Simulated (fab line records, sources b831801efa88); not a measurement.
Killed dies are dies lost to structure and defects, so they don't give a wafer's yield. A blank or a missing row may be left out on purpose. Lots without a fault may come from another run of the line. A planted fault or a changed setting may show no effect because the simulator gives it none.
Chamber matching | flow gf180mcu | GF_STI_CMP_25 on cmp-02: 4 sister chambers
The step polishes, stops on Si3N4, t overpolish 33 s, target thk 524.6 nm. 14 wafers are shown with their chamber, then 7 later ones without.

WAFERS WITH THEIR CHAMBER
wafer  | chamber | motor_current_A (A) | time_to_endpoint_s (s) | overpolish_run_s (s)
L984.1 | 1       | 12.3                | 124                    | 32.993
L984.3 | 0       | 11.0                | 122                    | 33.001
L984.6 | 3       | 11.8                | 118                    | 33.012
L989.1 | 2       | 11.3                | 123                    | 32.995
L989.2 | 0       | 11.2                | 124                    | 33.006
L989.4 | 3       | 12.2                | 124                    | 33.006
L996.1 | 3       | 11.5                | 115                    | 32.991
L996.3 | 0       | 10.4                | 117                    | 33.001
L996.4 | 2       | 10.9                | 116                    | 32.979
L997.1 | 0       | 10.5                | 116                    | 32.987
L997.4 | 3       | 12.2                | 113                    | 32.993
L997.5 | 3       | 12.0                | 114                    | 32.995
L998.1 | 3       | 11.3                | 117                    | 32.992
L998.3 | 2       | 10.6                | 123                    | 32.993

SIGNATURES (means of the wafers above)
reading            | chamber 0 | chamber 1 | chamber 2 | chamber 3 | scatter within a chamber
motor_current_A    | 10.775    | 12.300    | 10.933    | 11.833    | 0.372
time_to_endpoint_s | 119.75    | 124.00    | 120.67    | 116.83    | 3.95
overpolish_run_s   | 32.99875  | 32.99300  | 32.98900  | 32.99817  | 0.00855
Rule: a wafer's distance from a chamber is the root of the sum, over the readings, of the square of ((its reading less the chamber's mean) divided by the reading's scatter). The wafer belongs to the nearest chamber; if the next one is less than 2 further off, it can't be placed. The scatter: the root of (the sum of the squares of (reading less its chamber's mean) over the shown wafers, divided by (wafers less chambers)).

WAFERS WITHOUT THEIR CHAMBER
wafer  | motor_current_A (A) | time_to_endpoint_s (s) | overpolish_run_s (s)
L998.5 | 11.0                | 122                    | 33.011
L999.1 | 12.1                | 120                    | 33.018
L999.5 | 12.2                | 119                    | 33.002
L999.6 | 11.1                | 119                    | 32.995
L101.1 | 11.1                | 116                    | 32.989
L101.4 | 13.2                | 120                    | 32.993
L101.6 | 10.5                | 115                    | 33.007

WHICH CHAMBER EACH WENT THROUGH
wafer  | from the rows above          | in truth
L998.5 | can't be placed: 0 or 2 or 3 | 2
L999.1 | can't be placed: 3 or 1 or 0 | 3
L999.5 | can't be placed: 3 or 1      | 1
L999.6 | can't be placed: 2 or 0 or 3 | 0
L101.1 | can't be placed: 2 or 0 or 3 | 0
L101.4 | can't be placed: 1 or 3      | 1
L101.6 | can't be placed: 0 or 2      | 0
Placed correctly: 0 of 7. Can't be placed from these rows: 7 (the true chamber is among the candidates in 7). Placed wrongly: 0.
